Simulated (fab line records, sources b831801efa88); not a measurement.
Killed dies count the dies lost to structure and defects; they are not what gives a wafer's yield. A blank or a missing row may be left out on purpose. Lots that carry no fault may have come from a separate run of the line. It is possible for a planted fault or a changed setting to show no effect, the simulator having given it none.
Chamber matching    flow sfq_line    SFQ_TRILAYER_I7_CMP_CMP_184 on cmp-02: 4 sister chambers
The step polishes SiO2. 8 wafers are shown with their chamber, then 8 later ones without.

== EACH WAFER AND ITS CHAMBER ==
wafer   chamber  motor_current_A (A)  time_to_endpoint_s (s)
L409.3  3        9.4                  197
L411.6  0        9.7                  218
L412.1  2        8.7                  205
L412.2  3        9.9                  208
L412.6  2        9.1                  214
L413.5  1        11.0                 213
L413.6  0        9.4                  211
L415.2  1        11.2                 202

== WAFERS WHOSE CHAMBER IS MISSING ==
wafer   motor_current_A (A)  time_to_endpoint_s (s)
L415.3  9.6                  199
L415.6  9.5                  207
L425.3  9.6                  223
L425.5  10.0                 226
L425.6  9.5                  221
L430.2  9.9                  220
L430.4  11.1                 217
L430.6  11.0                 225

== WHICH CHAMBER EACH ONE RAN IN ==
wafer   from the rows above           in truth
L415.3  can't be placed: 3 or 0       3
L415.6  can't be placed: 3 or 0 or 2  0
L425.3  can't be placed: 0 or 3       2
L425.5  can't be placed: 0 or 3       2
L425.6  can't be placed: 0 or 3 or 2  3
L430.2  can't be placed: 0 or 3       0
L430.4  1                             1
L430.6  1                             1
2 of 8 placed correctly. Can't be placed from these rows: 6 (the true chamber is among the candidates in 4). 0 placed wrongly.
How it was worked out, from the rows above alone: a wafer's distance from a chamber is the root of the sum, over the readings, of the square of ((its reading less the chamber's mean) divided by the reading's scatter). If the next closest chamber is less than 2 further off than the closest, the wafer can't be placed; otherwise it belongs to the closest. The mean given for a chamber averages the wafers shown for that chamber. The scatter is the square root of a quotient: the sum, over the shown wafers, of each reading's squared deviation from its chamber's mean, divided by wafers minus chambers.
